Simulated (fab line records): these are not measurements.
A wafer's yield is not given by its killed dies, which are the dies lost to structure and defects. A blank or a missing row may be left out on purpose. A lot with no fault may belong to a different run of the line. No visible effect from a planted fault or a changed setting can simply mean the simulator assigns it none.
A single fault, viewed from 2 desks | flow sky130 | what lay behind the numbers comes last; until then each desk has only its own

== METROLOGY DESK ==
Lot by lot, what the gauges showed, no matter which tool ran the lot: averages of those sampled wafers that carry a number. The brackets show how far a lot's mean lies from the usual mean; more than 4 standard deviations puts the lot out of limits, marked OUT.
Columns: A = cd nm at SKY_POLY_CUT_CD_MEAS_08, usual 270.0 nm; B = SD_N_OVL at SKY_SD_N_OVL_MEAS_08, usual -0.9 nm
lot  | first seen here | A     | B
L808 | day 24 06:58    | 271.7 | -0.4
L809 | day 24 17:04    | 268.8 | -0.9
L810 | day 25 08:34    | 270.2 | -0.7
L812 | day 26 01:43    | 269.1 | -1.0
L816 | day 27 13:38    | 271.2 | -2.9
L817 | day 27 20:21    | 269.5 | -1.0
L819 | day 28 09:04    | 270.0 | 0.3
L825 | day 30 23:25    | 273.2 | 0.4
L826 | day 31 04:40    | 269.7 | -2.1
L827 | day 31 06:48    | 272.3 | -0.2
L828 | day 31 14:41    | 272.4 | 0.2
L830 | day 31 23:05    | 270.4 | -1.4
L829 | day 32 02:12    | 267.1 | 0.2
This desk's verdict: no lot among the 13 shows anything out of limits.

== AT THE TOOL OWNER'S DESK: litho track-02 ==
The tool's own readings at SKY_POLY_CUT_SOFTBAKE_04 (time 90 s): means of the sampled wafers that have a number, for each lot that ran on this tool. The brackets show how far a lot's mean lies from the usual mean; more than 4 standard deviations puts the lot out of limits, marked OUT.
Columns: A = exhaust pa at SKY_POLY_CUT_SOFTBAKE_04, usual 45.1 Pa; B = heater power total W at SKY_POLY_CUT_SOFTBAKE_04, usual 57.35 W; C = plate temp C at SKY_POLY_CUT_SOFTBAKE_04, usual 99.99 C
lot  | first seen here | A    | B               | C
L808 | day 23 15:00    | 45.1 | 57.39           | 100.07
L812 | day 25 10:00    | 45.7 | 57.30           | 100.24
L816 | day 26 23:00    | 45.4 | 57.30           | 99.85
L817 | day 27 05:00    | 45.8 | 57.32           | 99.86
L825 | day 30 09:00    | 44.8 | 60.90 (+32) OUT | 104.43 (+32) OUT
L827 | day 30 17:00    | 45.7 | 60.97 (+33) OUT | 104.34 (+31) OUT
L828 | day 31 00:00    | 43.9 | 60.87 (+32) OUT | 104.72 (+34) OUT
Finding of this desk: L825, L827, L828 out of limits; the first was L825 at day 30 09:00, on heater power total W at SKY_POLY_CUT_SOFTBAKE_04. In limits: L808, L812, L816, L817.

== PUT TOGETHER ==
On L825, L827, L828, at day 30 09:00, an alarm was possible from the tool owner's desk.
Metrology desk: nothing out of limits seen.
The metrology desk has L825, L827, L828 on record, within its limits.
The lots listed all ran SKY_POLY_CUT_SOFTBAKE_04 on litho track-02.

== WHAT THE SIMULATOR PUT IN ==
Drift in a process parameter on litho track-02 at SKY_POLY_CUT_SOFTBAKE_04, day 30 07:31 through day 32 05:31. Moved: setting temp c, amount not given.
Struck lots among those shown: L825, L827, L828.
Each desk's first reading out of limits, in hours after the fault started: the tool owner's desk, 1.
